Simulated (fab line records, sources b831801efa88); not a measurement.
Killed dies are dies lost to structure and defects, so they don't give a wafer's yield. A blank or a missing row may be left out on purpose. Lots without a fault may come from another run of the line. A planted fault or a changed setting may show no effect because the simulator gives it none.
A struck lot beside a sound one | flow sfq_line | 15 steps out of a route of 325
Sound: wafers L556.1, L556.2, L556.5. Struck: wafer L572.6. (L572.3, L572.5 of the same lot were not struck and are left out.) The cause comes at the end.
At each step with rows: each side's tool, then ch and its chambers, then its first start. Under that, the readings that differ: sound wafers | struck wafers | difference of the means | sigmas: that difference in standard deviations of wafers without a fault.
alike: readings whose means differ by less than 2 such deviations, and words and numbers that are the same on both sides. not compared: withheld readings, readings that some wafer has no value for, bounds like >300 that may hide the same value, and numbers for which the record gives no deviation and whose values overlap.
The two part at a step that has a row with sigmas, a row that says differs or no value, or rows on one side only. Numbers that don't overlap but have no deviation are shown without sigmas and don't part them. A reading that every wafer of one side lacks parts them only if that side has two wafers or more.

first, 1 step without rows for these wafers: SFQ_TRILAYER_M6_STRIP_SOLV_CLEAN_164 (cleans in NMP, time 600 s).
SFQ_TRILAYER_I6_DEP_PECVD_165: deposits SiO2 from SiH4/N2O, time 111.11 s, target thk 500 nm.
  sound on pecvd-04 ch 0,1, day 60 18:32; struck on pecvd-04 ch 2, day 70 01:01
  alike: chamber_pressure_Torr, heater_power_w, throttle_valve_pct
SFQ_TRILAYER_I6_CMP_CMP_166: polishes SiO2.
  sound on cmp-01 ch 0,2,3, day 60 23:50; struck on cmp-02 ch 0, day 70 04:23
  alike: motor_current_A, time_to_endpoint_s
SFQ_I6_BOW_MEAS_941:
  sound on film_metro-01, day 61 01:50; struck on film_metro-02, day 70 05:56
  alike: I6_BOW
SFQ_TRILAYER_I6_METRO_MEASURE_167:
  sound on film_metro-01, day 61 01:58; struck on film_metro-02, day 70 06:25
  alike: thk_nm
then, 6 steps without rows for these wafers: SFQ_TRILAYER_I6_VIA_LITHO_COAT_174 (resist thk 62 nm); SFQ_TRILAYER_I6_VIA_LITHO_COAT_169 (resist thk 650 nm); SFQ_TRILAYER_I6_VIA_LITHO_SOFTBAKE_173; SFQ_TRILAYER_I6_VIA_LITHO_EXPOSE_170 (exposes mask I6, target cd 700 nm); SFQ_TRILAYER_I6_VIA_LITHO_PEB_172 (peb time 60 s); SFQ_TRILAYER_I6_VIA_LITHO_DEVELOP_171 (time 60 s).
-- the record jumps here: 4 days lie between the struck wafers' starts before and after --
SFQ_I6_OVL_MEAS_942:
  sound on overlay-01, day 65 22:17; struck on overlay-02, day 74 04:33
  alike: I6_OVL
SFQ_TRILAYER_I6_VIA_BARC_OPEN_VIA_ETCH_235: etches BARC in O2, target depth 125 nm, time 41.7 s.
  sound on rie_diel-03 ch 1,2, day 65 22:20; struck on rie_diel-01 ch 0, day 74 04:34
  reading                                                 | sound             | struck | difference | sigmas
  drypump_motor_current_A (A)                             | 5.7 6.4 5.7       | 4.8    | -1.1       | -2
  rf_fwd_power_W (W)                                      | 497.9 494.6 499.1 | 297.8  | -199.4     | -91
  model.KrF_of_TRILAYER_I6_VIA_LITHO_COAT_169.thk_nm (nm) | 571.5 573.5 571.6 | 593.1  | +20.9      |
  alike: oes_product_au
  not compared: rf_hours_counter_h
SFQ_TRILAYER_I6_VIA_ETCH_VIA_ETCH_172: etches SiO2 in CHF3, stops on Nb, target depth 260 nm.
  sound on rie_diel-03 ch 1,2, day 65 22:22; struck on rie_diel-01 ch 0, day 74 04:37
  reading                                                 | sound             | struck | difference | sigmas
  drypump_motor_current_A (A)                             | 5.7 6.4 5.7       | 4.8    | -1.1       | -2
  model.KrF_of_TRILAYER_I6_VIA_LITHO_COAT_169.thk_nm (nm) | 526.4 529.2 526.3 | 548.5  | +21.2      |
  alike: oes_product_au, rf_fwd_power_W
SFQ_TRILAYER_I6_VIA_STRIP_STRIP_173: strips in O2.
  sound on rie_metal-02 ch 0,1, day 65 22:29; struck on rie_metal-03 ch 1, day 74 04:56
  alike: drypump_motor_current_A, oes_product_au
  not compared: rf_hours_counter_h

WHERE THEY PART
First at SFQ_TRILAYER_I6_VIA_BARC_OPEN_VIA_ETCH_235; last, within this record, at SFQ_TRILAYER_I6_VIA_ETCH_VIA_ETCH_172. Later steps at which nothing parts them and some readings are alike: SFQ_TRILAYER_I6_VIA_STRIP_STRIP_173.

WHY: what the simulator had put in
Process parameter drift: rie_diel-01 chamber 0, from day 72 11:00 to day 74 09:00, at SFQ_TRILAYER_I6_VIA_BARC_OPEN_VIA_ETCH_235. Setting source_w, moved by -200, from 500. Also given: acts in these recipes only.
